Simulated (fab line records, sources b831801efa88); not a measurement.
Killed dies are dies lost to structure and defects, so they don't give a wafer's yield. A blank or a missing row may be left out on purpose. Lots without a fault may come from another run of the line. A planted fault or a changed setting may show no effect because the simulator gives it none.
Which tool did it? | flow sky130 | 13 lots, 39 wafers sampled, at 5 steps of a route of 708

WHAT THE GAUGES READ, wafer by wafer
SKY_VT_ADJUST_HVTP_OVL_MEAS_08. Usual: VT_ADJUST_HVTP_OVL 0.6 nm, standard deviation 1.4.
lot  | measured     | on         | VT_ADJUST_HVTP_OVL (nm) | flag
L618 | day 6 00:42  | overlay-02 | -0.3 2.7 1.1            |
L619 | day 6 06:04  | overlay-02 | -2.6 -2.1 -0.7          |
L620 | day 6 16:08  | overlay-01 | 2.3 -0.9 1.5            |
L622 | day 7 03:54  | overlay-01 | 4.1 2.5 3.4             |
L625 | day 7 21:05  | overlay-01 | -0.2 -0.9 0.6           |
L626 | day 8 02:06  | overlay-02 | -0.5 -1.5 0.6           |
L628 | day 8 17:52  | overlay-02 | -84.0 -84.2 -84.7       | OFF
L632 | day 9 20:48  | overlay-01 | -81.6 -83.5 -84.5       | OFF
L633 | day 9 23:15  | overlay-02 | -85.0 -84.0 -83.8       | OFF
L634 | day 10 06:48 | overlay-02 | -85.6 -83.7 -86.2       | OFF
L635 | day 10 15:09 | overlay-02 | -0.3 -0.2 0.2           |
L637 | day 11 10:47 | overlay-01 | -0.3 0.3 0.4            |
L638 | day 11 11:30 | overlay-01 | 0.3 0.3 0.7             |

SKY_VT_ADJUST_LVTN_OVL_MEAS_07. Usual: VT_ADJUST_LVTN_OVL 0.0 nm, standard deviation 1.5.
lot  | measured     | on         | VT_ADJUST_LVTN_OVL (nm) | flag
L618 | day 6 20:46  | overlay-01 | 1.6 1.6 0.8             |
L619 | day 7 02:05  | overlay-01 | 1.6 0.9 -0.7            |
L620 | day 7 12:07  | overlay-01 | -1.2 -1.5 -0.5          |
L622 | day 8 00:02  | overlay-02 | -0.8 -4.0 2.4           |
L625 | day 8 18:16  | overlay-01 | 0.0 -0.6 0.4            |
L626 | day 8 23:16  | overlay-01 | 1.0 1.3 -0.6            |
L628 | day 9 15:32  | overlay-01 | -0.5 0.3 -0.4           |
L632 | day 10 19:46 | overlay-02 | -0.8 0.4 -0.2           |
L633 | day 10 22:32 | overlay-02 | -0.1 -0.7 0.8           |
L634 | day 11 05:59 | overlay-02 | -3.0 -3.0 -2.3          |
L635 | day 11 13:56 | overlay-01 | -1.7 -1.0 -1.6          |
L637 | day 12 10:32 | overlay-01 | 1.7 0.5 1.2             |
L638 | day 12 12:26 | overlay-01 | -0.7 -0.4 0.9           |

SKY_SONOS_TUNNEL_CD_MEAS_07: target cd 410 nm. Usual: cd_nm 409.9 nm, standard deviation 2.4.
lot  | measured     | on        | cd_nm (nm)        | flag
L618 | day 11 08:26 | cd_sem-01 | 409.5 408.2 407.9 |
L619 | day 11 16:00 | cd_sem-02 | 406.2 406.6 407.5 |
L620 | day 12 03:00 | cd_sem-01 | 408.3 409.7 408.1 |
L622 | day 12 16:50 | cd_sem-02 | 413.8 415.7 415.0 |
L625 | day 13 15:33 | cd_sem-01 | 411.9 411.7 412.9 |
L626 | day 13 18:47 | cd_sem-02 | 407.7 404.4 406.8 |
L628 | day 14 16:15 | cd_sem-02 | 408.0 408.9 408.9 |
L632 | day 16 01:04 | cd_sem-01 | 407.1 409.6 406.5 |
L633 | day 16 03:59 | cd_sem-02 | 404.2 406.3 405.5 |
L634 | day 16 14:13 | cd_sem-01 | 407.7 409.6 407.9 |
L635 | day 16 23:32 | cd_sem-01 | 407.5 409.8 410.2 |
L637 | day 18 00:17 | cd_sem-02 | 410.0 410.4 409.1 |
L638 | day 18 03:25 | cd_sem-02 | 411.1 410.6 410.2 |

WHICH TOOL RAN EACH LOT (tool, then ch and the chambers of the sampled wafers, then the start)
lot  | SKY_FIELD_ISO_CMP_27         | SKY_VT_ADJUST_HVTP_EXPOSE_04
L618 | cmp-01 ch 1,2,3, day 2 10:11 | iline_stepper-01 ch 0, day 5 15:57
L619 | cmp-01 ch 1,2,3, day 2 14:30 | iline_stepper-01 ch 0, day 5 19:56
L620 | cmp-02 ch 1,2,3, day 2 19:53 | iline_stepper-02 ch 0, day 6 06:59
L622 | cmp-02 ch 0,1,3, day 3 07:32 | iline_stepper-02 ch 0, day 6 17:53
L625 | cmp-01 ch 0,2,3, day 3 22:12 | iline_stepper-01 ch 0, day 7 11:09
L626 | cmp-01 ch 0,2,3, day 4 02:40 | iline_stepper-02 ch 0, day 7 16:01
L628 | cmp-01 ch 0,2,3, day 4 12:50 | iline_stepper-02 ch 0, day 8 06:56
L632 | cmp-02 ch 0,2,3, day 5 10:33 | iline_stepper-02 ch 0, day 9 09:16
L633 | cmp-02 ch 0,2,3, day 5 14:46 | iline_stepper-02 ch 0, day 9 12:19
L634 | cmp-01 ch 0,1,3, day 5 19:05 | iline_stepper-02 ch 0, day 9 20:02
L635 | cmp-02 ch 0,1,3, day 6 03:42 | iline_stepper-01 ch 0, day 10 04:01
L637 | cmp-01 ch 1,2,3, day 6 19:20 | iline_stepper-01 ch 0, day 10 23:30
L638 | cmp-02 ch 1,2,3, day 6 19:20 | iline_stepper-01 ch 0, day 11 00:01
- SKY_FIELD_ISO_CMP_27: polishes, stops on Si3N4, t overpolish 16 s, target thk 457.8 nm.
- SKY_VT_ADJUST_HVTP_EXPOSE_04: exposes mask HVTPM, target cd 380 nm.

WHAT THE TOOLS THEMSELVES READ (means of the sampled wafers that have a number; where no wafer has one, the mark that the record gives instead)
SKY_FIELD_ISO_CMP_27. Usual: motor_current_A 12.0 A, standard deviation 1.2; overpolish_run_s 16.001 s, standard deviation 0.0099; time_to_endpoint_s 110 s, standard deviation 3.9.
lot  | tool   | motor_current_A (A) | overpolish_run_s (s) | time_to_endpoint_s (s) | flag
L618 | cmp-01 | 12.4                | 16.013               | 110                    |
L619 | cmp-01 | 12.5                | 16.002               | 115                    |
L620 | cmp-02 | 10.9                | 16.003               | 110                    |
L622 | cmp-02 | 10.7                | 16.005               | 108                    |
L625 | cmp-01 | 13.1                | 16.006               | 115                    |
L626 | cmp-01 | 13.2                | 16.014               | 108                    |
L628 | cmp-01 | 13.6                | 16.000               | 107                    |
L632 | cmp-02 | 11.3                | 16.000               | 113                    |
L633 | cmp-02 | 11.7                | 15.997               | 112                    |
L634 | cmp-01 | 13.1                | 16.006               | 109                    |
L635 | cmp-02 | 11.3                | 15.997               | 112                    |
L637 | cmp-01 | 12.1                | 16.004               | 108                    |
L638 | cmp-02 | 11.1                | 16.000               | 111                    |

THE ANSWER, worked out from the rows above alone
Rule: a lot is off if the mean of its wafers that have a number lies more than 3 standard deviations from the usual mean. A lot without any number at a reading at which 4 lots or more have one is off too. The other lots that the step has rows for count as sound. The gauges are gone through in route order, then the tools' own readings, and for those a lot's mean is taken as printed above. The first step at which some lot is off is used, and at that step the reading that is off furthest; a lot without a number counts as furthest.
Off: L628, L632, L633, L634, at SKY_VT_ADJUST_HVTP_OVL_MEAS_08 (VT_ADJUST_HVTP_OVL).
A tool fits if, at a process step before that reading, it ran every lot that is off, and no sound lot after the first of them. The gauges at SKY_VT_ADJUST_HVTP_OVL_MEAS_08 are tried like those tools. One fits: iline_stepper-02 at SKY_VT_ADJUST_HVTP_EXPOSE_04. Its last sound lot is L626 (day 7 16:01), its first lot that is off L628 (day 8 06:56): a fault that began between those two fits.

WHAT THE SIMULATOR HAD PUT IN
Scanner matching overlay: iline_stepper-02, from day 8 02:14 on, at SKY_VT_ADJUST_HVTP_EXPOSE_04. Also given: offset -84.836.
Lots struck among those shown: L628, L632, L633, L634. The rule above found the same.
